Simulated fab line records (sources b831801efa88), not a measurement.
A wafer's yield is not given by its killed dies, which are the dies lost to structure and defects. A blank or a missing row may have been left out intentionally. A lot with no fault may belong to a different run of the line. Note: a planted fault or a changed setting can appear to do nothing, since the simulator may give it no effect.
Which tool did it? | flow gf180mcu | 36 wafers from 12 lots sampled at 5 of the route's 602 steps

## WHAT THE GAUGES READ, wafer by wafer
GF_HV_LDD_THK_MEAS_57. Usual: for HV_LDD_CVD_56_THK the level is 93.0 nm and the standard deviation is 0.78.
lot  | measured     | on            | HV_LDD_CVD_56_THK (nm) | flag
L755 | day 12 18:10 | film-metro-04 | 92.1 92.4 92.7         |
L756 | day 13 04:54 | film-metro-03 | 92.4 93.4 92.4         |
L759 | day 14 04:25 | film-metro-03 | 91.9 92.1 91.8         |
L760 | day 14 13:10 | film-metro-03 | 92.9 92.8 93.2         |
L763 | day 15 17:05 | film-metro-03 | 92.3 92.7 93.7         |
L766 | day 16 20:20 | film-metro-04 | 91.2 87.2 85.1         | OFF
L767 | day 17 01:23 | film-metro-03 | 89.0 85.3 83.4         | OFF
L771 | day 18 06:40 | film-metro-03 | 94.6 93.6 93.5         |
L772 | day 18 16:20 | film-metro-03 | 93.4 94.4 93.9         |
L773 | day 19 01:23 | film-metro-01 | 93.9 93.3 93.1         |
L775 | day 19 17:29 | film-metro-03 | 94.1 93.4 93.0         |
L776 | day 20 00:16 | film-metro-03 | 92.3 92.2 91.6         |

GF_SAB_THK_MEAS_01. Usual: for SAB_CVD_00_THK the level is 50.2 nm and the standard deviation is 0.89.
lot  | measured     | on            | SAB_CVD_00_THK (nm) | flag
L755 | day 14 11:05 | film-metro-03 | 49.7 50.5 50.5      |
L756 | day 14 21:29 | film-metro-02 | 49.4 50.6 51.0      |
L759 | day 15 23:00 | film-metro-04 | 51.1 51.5 51.5      |
L760 | day 16 09:01 | film-metro-02 | 49.0 50.0 50.4      |
L763 | day 17 14:56 | film-metro-04 | 50.9 51.9 52.1      |
L766 | day 18 20:47 | film-metro-04 | 47.9 48.8 49.5      |
L767 | day 19 01:56 | film-metro-04 | 49.8 50.2 50.4      |
L771 | day 20 08:55 | film-metro-03 | 49.3 49.4 48.7      |
L772 | day 20 17:35 | film-metro-03 | 49.0 50.6 50.4      |
L773 | day 21 03:22 | film-metro-03 | 49.5 50.2 51.0      |
L775 | day 21 18:32 | film-metro-04 | 49.8 49.3 50.7      |
L776 | day 22 01:35 | film-metro-03 | 50.2 50.1 50.4      |

## EACH LOT AND THE TOOL THAT RAN IT (in order: tool; ch and the chambers of the sampled wafers; start)
lot  | GF_HV_LDD_RTA_52                 | GF_HV_LDD_CVD_56            | GF_HV_LDD_ETCHBACK_58
L755 | rtp-anneal-01 ch 0, day 12 15:28 | lpcvd-01 ch 1, day 12 16:43 | rie-diel-04 ch 0,3, day 12 18:13
L756 | rtp-anneal-01 ch 0, day 13 02:13 | lpcvd-02 ch 0, day 13 03:28 | rie-diel-03 ch 0,1, day 13 04:57
L759 | rtp-anneal-02 ch 0, day 14 00:59 | lpcvd-02 ch 0, day 14 02:15 | rie-diel-01 ch 1,2,3, day 14 04:29
L760 | rtp-anneal-01 ch 0, day 14 08:11 | lpcvd-02 ch 0, day 14 09:57 | rie-diel-01 ch 1,2,3, day 14 13:13
L763 | rtp-anneal-01 ch 0, day 15 14:24 | lpcvd-01 ch 1, day 15 15:40 | rie-diel-03 ch 0,2,3, day 15 17:09
L766 | rtp-anneal-02 ch 0, day 16 17:38 | lpcvd-01 ch 0, day 16 18:53 | rie-diel-03 ch 1,3, day 16 20:23
L767 | rtp-anneal-01 ch 0, day 16 22:39 | lpcvd-01 ch 1, day 16 23:57 | rie-diel-01 ch 1,3, day 17 01:26
L771 | rtp-anneal-01 ch 0, day 18 03:58 | lpcvd-02 ch 1, day 18 05:14 | rie-diel-01 ch 0,1,2, day 18 06:44
L772 | rtp-anneal-01 ch 0, day 18 13:25 | lpcvd-02 ch 1, day 18 14:53 | rie-diel-03 ch 1,2, day 18 16:22
L773 | rtp-anneal-01 ch 0, day 18 22:42 | lpcvd-02 ch 0, day 18 23:58 | rie-diel-04 ch 0,1, day 19 01:27
L775 | rtp-anneal-02 ch 0, day 19 14:48 | lpcvd-01 ch 0, day 19 16:04 | rie-diel-01 ch 0,2,3, day 19 17:33
L776 | rtp-anneal-02 ch 0, day 19 21:34 | lpcvd-02 ch 0, day 19 22:49 | rie-diel-03 ch 0,1,2, day 20 00:19
- GF_HV_LDD_RTA_52: time 10 s.
- GF_HV_LDD_CVD_56: deposits Si3N4 from DCS/NH3, target thk 90 nm, time 1543 s.
- GF_HV_LDD_ETCHBACK_58: etches Si3N4 in CH3F/O2, stops on SiO2, time 100 s, target depth 90 nm.

## WHAT THE TOOLS THEMSELVES READ (means of the sampled wafers that have a number; where no wafer has one, the mark that the record gives instead)
GF_HV_LDD_RTA_52. Usual: lamp-power-pct 32 %, standard deviation 5.5; wafer_temp_C_max 1005.1, standard deviation 1.4.
lot  | tool          | lamp-power-pct (%) | wafer_temp_C_max | flag
L755 | rtp-anneal-01 | 27                 | 1003.6           |
L756 | rtp-anneal-01 | 27                 | 1003.6           |
L759 | rtp-anneal-02 | 38                 | 1006.6           |
L760 | rtp-anneal-01 | 27                 | 1004.1           |
L763 | rtp-anneal-01 | 27                 | 1004.1           |
L766 | rtp-anneal-02 | 38                 | 1006.1           |
L767 | rtp-anneal-01 | 27                 | 1003.6           |
L771 | rtp-anneal-01 | 27                 | 1004.5           |
L772 | rtp-anneal-01 | 27                 | 1003.7           |
L773 | rtp-anneal-01 | 27                 | 1003.7           |
L775 | rtp-anneal-02 | 38                 | 1006.2           |
L776 | rtp-anneal-02 | 38                 | 1006.5           |

GF_HV_LDD_CVD_56. Usual: spike-tc-centre-C reads 772.2 C (standard deviation 1.1).
lot  | tool     | spike-tc-centre-C (C) | flag
L755 | lpcvd-01 | 772.4                 |
L756 | lpcvd-02 | 772.1                 |
L759 | lpcvd-02 | 773.6                 |
L760 | lpcvd-02 | 772.7                 |
L763 | lpcvd-01 | 773.3                 |
L766 | lpcvd-01 | 750.5                 | OFF
L767 | lpcvd-01 | 750.2                 | OFF
L771 | lpcvd-02 | 770.0                 |
L772 | lpcvd-02 | 770.9                 |
L773 | lpcvd-02 | 772.8                 |
L775 | lpcvd-01 | 772.2                 |
L776 | lpcvd-02 | 773.9                 |

GF_HV_LDD_ETCHBACK_58. Usual: ch3f-flow-sccm 39.98 sccm, standard deviation 0.12; drypump-motor-current-A 5.6 A, standard deviation 0.43; oes-product-au 0.858 a.u., standard deviation 0.006; throttle-valve-pct 10.563 %, standard deviation 0.0096.
lot  | tool        | ch3f-flow-sccm (sccm) | drypump-motor-current-A (A) | oes-product-au (a.u.) | throttle-valve-pct (%) | flag
L755 | rie-diel-04 | 40.03                 | 5.3                         | 0.856                 | 10.564                 |
L756 | rie-diel-03 | 39.94                 | 5.5                         | 0.854                 | 10.554                 |
L759 | rie-diel-01 | 39.94                 | 5.4                         | 0.852                 | 10.566                 |
L760 | rie-diel-01 | 39.92                 | 5.4                         | 0.859                 | 10.565                 |
L763 | rie-diel-03 | 40.11                 | 5.5                         | 0.858                 | 10.560                 |
L766 | rie-diel-03 | 40.00                 | 5.4                         | 0.827                 | 10.558                 | OFF
L767 | rie-diel-01 | 40.03                 | 5.4                         | 0.821                 | 10.559                 | OFF
L771 | rie-diel-01 | 40.03                 | 5.9                         | 0.865                 | 10.565                 |
L772 | rie-diel-03 | 39.94                 | 5.4                         | 0.866                 | 10.566                 |
L773 | rie-diel-04 | 39.96                 | 5.6                         | 0.863                 | 10.563                 |
L775 | rie-diel-01 | 40.01                 | 5.8                         | 0.858                 | 10.567                 |
L776 | rie-diel-03 | 40.00                 | 5.4                         | 0.856                 | 10.551                 |

## THE ANSWER, worked out from the rows above alone
Rule: lot off if the mean of its wafers having a number is beyond 3 standard deviations from the usual mean. Also off: a lot with no number at a reading for which 4 or more lots have one. All remaining lots with rows at the step are treated as sound. The gauges are gone through in route order, then the tools' own readings, and for those a lot's mean is taken as printed above. At the first step where some lot is off, the reading lying furthest off is the one used; lots without a number count as furthest.
Off: L766, L767, seen at GF_HV_LDD_THK_MEAS_57 (HV_LDD_CVD_56_THK).
If a tool, at a process step before that reading, ran all the lots that are off and no sound lot after the first of them, it fits. The gauges at GF_HV_LDD_THK_MEAS_57 aren't tried: what is off there is off at GF_HV_LDD_CVD_56 too, on other tools, and a gauge's error can't cause that. Not one of the candidates tried fits.

## WHAT WAS PUT IN BY THE SIMULATOR
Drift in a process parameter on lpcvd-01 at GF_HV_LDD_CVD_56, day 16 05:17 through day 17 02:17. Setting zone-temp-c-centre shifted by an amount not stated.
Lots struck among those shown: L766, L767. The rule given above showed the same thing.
